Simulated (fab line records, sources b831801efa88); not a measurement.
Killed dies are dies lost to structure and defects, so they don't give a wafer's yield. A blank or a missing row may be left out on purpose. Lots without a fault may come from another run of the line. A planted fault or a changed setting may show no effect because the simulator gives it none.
Which tool did it? | flow gf180mcu | 13 lots, 39 wafers sampled, at 5 steps of a route of 602

WHAT THE GAUGES READ, wafer by wafer
GF_PSD_RS_MEAS_15: measures by four-point-probe.
lot  | measured     | on            | PSD_RS (ohm/sq)
L977 | day 14 15:54 | film_metro-02 | 107.9 108.2 108.3
L978 | day 14 17:52 | film_metro-03 | 108.6 108.6 108.4
L979 | day 15 09:50 | film_metro-01 | 108.3 108.1 108.4
L983 | day 16 15:23 | film_metro-02 | 108.9 108.6 108.8
L989 | day 18 17:43 | film_metro-02 | 108.4 108.7 108.8
L990 | day 19 13:49 | film_metro-01 | 108.0 107.8 107.9
L992 | day 19 19:16 | film_metro-02 | 109.1 108.7 108.5
L993 | day 19 19:34 | film_metro-01 | 108.9 108.7 108.8
L994 | day 20 12:04 | film_metro-02 | 108.6 108.6 108.6
L995 | day 20 18:13 | film_metro-01 | 108.4 108.5 108.6
L997 | day 21 14:47 | film_metro-01 | 108.4 107.9 108.0
L998 | day 21 18:07 | film_metro-02 | 108.5 108.6 108.9
L100 | day 22 14:59 | film_metro-03 | 108.8 108.9 109.1

GF_SAB_CD_MEAS_09: target cd 420 nm.
lot  | measured     | on        | cd_nm (nm)
L977 | day 15 13:04 | cd_sem-02 | 420.8 421.8 423.1
L978 | day 15 15:36 | cd_sem-01 | 418.7 419.1 419.6
L979 | day 16 07:57 | cd_sem-01 | 422.2 420.1 420.8
L983 | day 17 14:39 | cd_sem-01 | 420.3 421.1 421.5
L989 | day 19 18:16 | cd_sem-01 | 420.5 417.7 419.7
L990 | day 20 13:48 | cd_sem-02 | 421.0 419.0 419.6
L992 | day 20 19:30 | cd_sem-01 | 421.8 420.6 422.7
L993 | day 20 19:30 | cd_sem-02 | 425.1 422.6 423.5
L994 | day 21 12:27 | cd_sem-01 | 421.0 419.7 420.1
L995 | day 21 17:57 | cd_sem-01 | 424.4 422.9 423.4
L997 | day 22 14:03 | cd_sem-01 | 416.3 417.7 418.4
L998 | day 22 17:11 | cd_sem-01 | 424.1 424.0 425.2
L100 | day 23 13:33 | cd_sem-01 | 420.2 416.9 420.4

GF_SALICIDE_RS_MEAS_04: measures by four-point-probe.
lot  | measured     | on            | SALICIDE_TIN_RS (ohm/sq)
L977 | day 15 13:37 | film_metro-04 | 16.7 16.1 16.4
L978 | day 15 16:21 | film_metro-03 | 8.3 8.5 8.4
L979 | day 16 08:30 | film_metro-02 | 16.5 16.0 16.1
L983 | day 17 15:23 | film_metro-03 | 8.4 8.3 8.3
L989 | day 19 18:56 | film_metro-02 | 16.2 16.1 16.2
L990 | day 20 14:22 | film_metro-02 | 16.5 16.7 16.8
L992 | day 20 20:11 | film_metro-04 | 16.9 17.0 17.0
L993 | day 20 20:04 | film_metro-03 | 16.6 16.5 16.6
L994 | day 21 13:00 | film_metro-04 | 16.0 16.5 16.7
L995 | day 21 18:30 | film_metro-03 | 15.7 16.0 15.8
L997 | day 22 14:37 | film_metro-02 | 16.9 16.9 16.7
L998 | day 22 17:46 | film_metro-03 | 16.3 16.8 17.1
L100 | day 23 14:07 | film_metro-02 | 16.6 15.9 16.5

WHICH TOOL RAN EACH LOT (tool, then ch and the chambers of the sampled wafers, then the start)
lot  | GF_SAB_STRIP_13                      | GF_SALICIDE_SPUTTER_02
L977 | plasma_asher-01 ch 0,1, day 15 13:22 | pvd_sputter-04, day 15 13:32
L978 | plasma_asher-02 ch 0,1, day 15 15:55 | pvd_sputter-02, day 15 16:06
L979 | plasma_asher-01 ch 0,1, day 16 08:16 | pvd_sputter-01, day 16 08:27
L983 | plasma_asher-02 ch 0,1, day 17 14:58 | pvd_sputter-01, day 17 15:09
L989 | plasma_asher-02 ch 0,1, day 19 18:38 | pvd_sputter-01, day 19 18:52
L990 | plasma_asher-01 ch 0, day 20 14:07   | pvd_sputter-04, day 20 14:19
L992 | plasma_asher-02 ch 0,1, day 20 19:56 | pvd_sputter-01, day 20 20:08
L993 | plasma_asher-01 ch 1, day 20 19:49   | pvd_sputter-04, day 20 20:01
L994 | plasma_asher-03 ch 0, day 21 12:46   | pvd_sputter-02, day 21 12:57
L995 | plasma_asher-03 ch 0,1, day 21 18:16 | pvd_sputter-01, day 21 18:27
L997 | plasma_asher-01 ch 0,1, day 22 14:22 | pvd_sputter-01, day 22 14:34
L998 | plasma_asher-01 ch 0,1, day 22 17:30 | pvd_sputter-01, day 22 17:40
L100 | plasma_asher-03 ch 0,1, day 23 13:52 | pvd_sputter-01, day 23 14:03
- GF_SAB_STRIP_13: strips in O2/N2.
- GF_SALICIDE_SPUTTER_02: material Co, target thk 10 nm, time 20 s.

WHAT THE TOOLS THEMSELVES READ (means of the sampled wafers that have a number; where no wafer has one, the mark that the record gives instead)
GF_SAB_STRIP_13.
lot  | tool            | drypump_motor_current_A (A) | heater_power_w (W) | oes_product_au (a.u.) | strip_time_to_endpoint_s (s)
L977 | plasma_asher-01 | 6.0                         | 310                | 0.717                 | 12.57
L978 | plasma_asher-02 | 5.5                         | 322                | 0.710                 | 12.57
L979 | plasma_asher-01 | 6.1                         | 353                | 0.708                 | 12.59
L983 | plasma_asher-02 | 5.3                         | 317                | 0.707                 | 12.58
L989 | plasma_asher-02 | 5.5                         | 319                | 0.713                 | 12.54
L990 | plasma_asher-01 | 6.2                         | 383                | 0.710                 | 12.57
L992 | plasma_asher-02 | 5.3                         | 307                | 0.709                 | 12.53
L993 | plasma_asher-01 | 5.8                         | 289                | 0.715                 | 12.57
L994 | plasma_asher-03 | 6.1                         | 289                | 0.708                 | 12.60
L995 | plasma_asher-03 | 5.7                         | 310                | 0.708                 | 12.61
L997 | plasma_asher-01 | 6.1                         | 353                | 0.710                 | 12.53
L998 | plasma_asher-01 | 6.0                         | 321                | 0.711                 | 12.54
L100 | plasma_asher-03 | 5.4                         | 344                | 0.708                 | 12.57

GF_SALICIDE_SPUTTER_02.
lot  | tool           | throttle_valve_pct (%)
L977 | pvd_sputter-04 | 30.5
L978 | pvd_sputter-02 | 29.8
L979 | pvd_sputter-01 | 28.5
L983 | pvd_sputter-01 | 30.2
L989 | pvd_sputter-01 | 28.8
L990 | pvd_sputter-04 | 31.3
L992 | pvd_sputter-01 | 30.7
L993 | pvd_sputter-04 | 29.5
L994 | pvd_sputter-02 | 29.6
L995 | pvd_sputter-01 | 29.6
L997 | pvd_sputter-01 | 29.3
L998 | pvd_sputter-01 | 30.1
L100 | pvd_sputter-01 | 31.6

THE ANSWER, worked out from the rows above alone
Rule: what is usual is taken from the lots themselves. Put in order of their means at a reading, lots are off if they are a third of the lots or fewer, leave a main group of 4 or more, and stand apart from it by a gap of 3 or more times the standard deviation of the main group's means; of several such gaps the widest counts. A main group whose means are all the same, to the digits that the tables above print for the reading, isn't used. A lot without any number at a reading at which 4 lots or more have one is off too. The other lots that the step has rows for count as sound. The gauges are gone through in route order, then the tools' own readings, and for those a lot's mean is taken as printed above. The first step at which some lot is off is used, and at that step the reading that is off furthest; a lot without a number counts as furthest.
Off: L978, L983, at GF_SALICIDE_RS_MEAS_04 (SALICIDE_TIN_RS). The main group: mean 16.5 ohm/sq, standard deviation 0.32.
A tool fits if, at a process step before that reading, it ran every lot that is off, and no sound lot after the first of them. The gauges at GF_SALICIDE_RS_MEAS_04 are tried like those tools. None of those tried fits.

WHAT THE SIMULATOR HAD PUT IN
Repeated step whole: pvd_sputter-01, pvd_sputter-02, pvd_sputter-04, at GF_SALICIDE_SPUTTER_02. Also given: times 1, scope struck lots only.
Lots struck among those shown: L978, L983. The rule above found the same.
